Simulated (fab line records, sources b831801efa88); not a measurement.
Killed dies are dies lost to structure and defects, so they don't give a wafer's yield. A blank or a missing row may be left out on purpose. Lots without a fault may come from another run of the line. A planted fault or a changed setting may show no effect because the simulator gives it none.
Which tool did it? | flow gf180mcu | 15 lots, 45 wafers sampled, at 3 steps of a route of 602

WHAT THE GAUGES READ, wafer by wafer
GF_V3_CD_MEAS_14: target cd 260 nm. Usual: cd_nm 260.2 nm, standard deviation 1.1.
lot  | measured     | on        | cd_nm (nm)        | flag
L665 | day 22 02:50 | cd_sem-02 | 260.1 259.5 258.6 |
L667 | day 22 22:40 | cd_sem-01 | 262.8 261.8 262.2 |
L668 | day 23 08:58 | cd_sem-01 | 260.2 260.5 259.7 |
L669 | day 23 21:46 | cd_sem-02 | 260.2 261.1 260.2 |
L670 | day 24 10:31 | cd_sem-01 | 261.9 261.2 261.6 |
L671 | day 24 14:04 | cd_sem-01 | 259.4 259.1 260.2 |
L672 | day 24 17:31 | cd_sem-01 | 260.7 258.9 260.2 |
L673 | day 25 07:42 | cd_sem-01 | 258.0 258.3 259.0 |
L674 | day 25 08:38 | cd_sem-02 | 260.9 261.6 262.3 |
L676 | day 26 03:37 | cd_sem-01 | 259.7 258.5 259.0 |
L678 | day 27 00:10 | cd_sem-02 | 261.1 261.8 262.2 |
L684 | day 28 18:47 | cd_sem-01 | 259.0 258.2 259.5 |

WHICH TOOL RAN EACH LOT (tool, then ch and the chambers of the sampled wafers, then the start)
lot  | GF_VT_IMPLANT_EXPOSE_04             | GF_VT_IMPLANT_STRIP_09
L665 | iline_stepper-01 ch 0, day 5 06:26  | plasma_asher-04 ch 0,1, day 5 13:43
L667 | iline_stepper-01 ch 0, day 5 22:47  | plasma_asher-04 ch 0,1, day 6 05:47
L668 | iline_stepper-01 ch 0, day 6 03:03  | plasma_asher-02 ch 0,1, day 6 09:11
L669 | iline_stepper-02 ch 0, day 6 08:02  | plasma_asher-04 ch 1, day 6 14:29
L670 | iline_stepper-01 ch 0, day 6 14:25  | plasma_asher-04 ch 1, day 6 22:11
L671 | iline_stepper-02 ch 0, day 6 20:53  | plasma_asher-04 ch 0,1, day 7 04:23
L672 | iline_stepper-01 ch 0, day 7 01:12  | plasma_asher-04 ch 0, day 7 08:50
L673 | iline_stepper-02 ch 0, day 7 08:46  | plasma_asher-04 ch 0,1, day 7 16:41
L674 | iline_stepper-01 ch 0, day 7 10:46  | plasma_asher-02 ch 0,1, day 7 18:23
L676 | iline_stepper-02 ch 0, day 8 02:49  | plasma_asher-01 ch 0,1, day 8 11:21
L678 | iline_stepper-02 ch 0, day 8 16:01  | plasma_asher-01 ch 0,1, day 8 23:39
L684 | iline_stepper-02 ch 0, day 10 08:32 | plasma_asher-04 ch 0,1, day 10 17:29
L686 | iline_stepper-02, day 10 13:17      | plasma_asher-02 ch 0,1, day 10 22:05
L687 | iline_stepper-02, day 11 01:39      | plasma_asher-02 ch 0,1, day 11 10:56
L688 | iline_stepper-01, day 11 10:56      | plasma_asher-01 ch 0,1, day 11 20:35
- GF_VT_IMPLANT_EXPOSE_04: exposes mask LVPWELL LV AREA, target cd 600 nm.
- GF_VT_IMPLANT_STRIP_09: strips in O2/N2.

WHAT THE TOOLS THEMSELVES READ (means of the sampled wafers that have a number; where no wafer has one, the mark that the record gives instead)
GF_VT_IMPLANT_EXPOSE_04. Usual: exposure_dose_mJ_cm2 139.99, standard deviation 0.14; focus_offset_nm -0.1 nm, standard deviation 0.52.
lot  | tool             | exposure_dose_mJ_cm2 | focus_offset_nm (nm) | flag
L665 | iline_stepper-01 | 140.03               | -0.0                 |
L667 | iline_stepper-01 | 139.95               | 0.1                  |
L668 | iline_stepper-01 | 139.98               | -0.3                 |
L669 | iline_stepper-02 | 140.12               | 0.6                  |
L670 | iline_stepper-01 | 140.04               | -0.8                 |
L671 | iline_stepper-02 | 140.14               | -0.1                 |
L672 | iline_stepper-01 | 140.06               | 0.1                  |
L673 | iline_stepper-02 | 139.98               | 0.6                  |
L674 | iline_stepper-01 | 140.00               | -0.2                 |
L676 | iline_stepper-02 | 139.99               | -0.4                 |
L678 | iline_stepper-02 | 139.95               | 0.4                  |
L684 | iline_stepper-02 | 140.15               | -0.1                 |
L686 | iline_stepper-02 | -                    | -                    | OFF
L687 | iline_stepper-02 | -                    | -                    | OFF
L688 | iline_stepper-01 | -                    | -                    | OFF

GF_VT_IMPLANT_STRIP_09. Usual: drypump_motor_current_A 5.8 A, standard deviation 0.51; heater_power_w 334 W, standard deviation 30; oes_product_au 0.715 a.u., standard deviation 0.0046; strip_time_to_endpoint_s 12.62 s, standard deviation 0.038.
lot  | tool            | drypump_motor_current_A (A) | heater_power_w (W) | oes_product_au (a.u.) | strip_time_to_endpoint_s (s) | flag
L665 | plasma_asher-04 | 5.3                         | 333                | 0.712                 | 12.62                        |
L667 | plasma_asher-04 | 5.6                         | 349                | 0.713                 | 12.65                        |
L668 | plasma_asher-02 | 6.2                         | 359                | 0.719                 | 12.63                        |
L669 | plasma_asher-04 | 5.1                         | 329                | 0.717                 | 12.64                        |
L670 | plasma_asher-04 | 5.1                         | 328                | 0.714                 | 12.58                        |
L671 | plasma_asher-04 | 5.3                         | 333                | 0.712                 | 12.64                        |
L672 | plasma_asher-04 | 5.8                         | 352                | 0.716                 | 12.61                        |
L673 | plasma_asher-04 | 5.6                         | 344                | 0.719                 | 12.68                        |
L674 | plasma_asher-02 | 6.2                         | 359                | 0.716                 | 12.62                        |
L676 | plasma_asher-01 | 6.2                         | 319                | 0.716                 | 12.69                        |
L678 | plasma_asher-01 | 6.3                         | 308                | 0.720                 | 12.56                        |
L684 | plasma_asher-04 | 5.6                         | 345                | 0.714                 | 12.66                        |
L686 | plasma_asher-02 | 6.2                         | 351                | 0.717                 | 12.60                        |
L687 | plasma_asher-02 | 6.2                         | 357                | 0.714                 | 12.61                        |
L688 | plasma_asher-01 | 6.3                         | 314                | 0.714                 | 12.62                        |

THE ANSWER, worked out from the rows above alone
Rule: a lot is off if the mean of its wafers that have a number lies more than 3 standard deviations from the usual mean. A lot without any number at a reading at which 4 lots or more have one is off too. The other lots that the step has rows for count as sound. The gauges are gone through in route order, then the tools' own readings, and for those a lot's mean is taken as printed above. The first step at which some lot is off is used, and at that step the reading that is off furthest; a lot without a number counts as furthest.
Off: L686, L687, L688, at GF_VT_IMPLANT_EXPOSE_04 (exposure_dose_mJ_cm2). Without a number there: L686, L687, L688.
A tool fits if, at that step or a process step before it, it ran every lot that is off, and no sound lot after the first of them. None of those tried fits.

WHAT THE SIMULATOR HAD PUT IN
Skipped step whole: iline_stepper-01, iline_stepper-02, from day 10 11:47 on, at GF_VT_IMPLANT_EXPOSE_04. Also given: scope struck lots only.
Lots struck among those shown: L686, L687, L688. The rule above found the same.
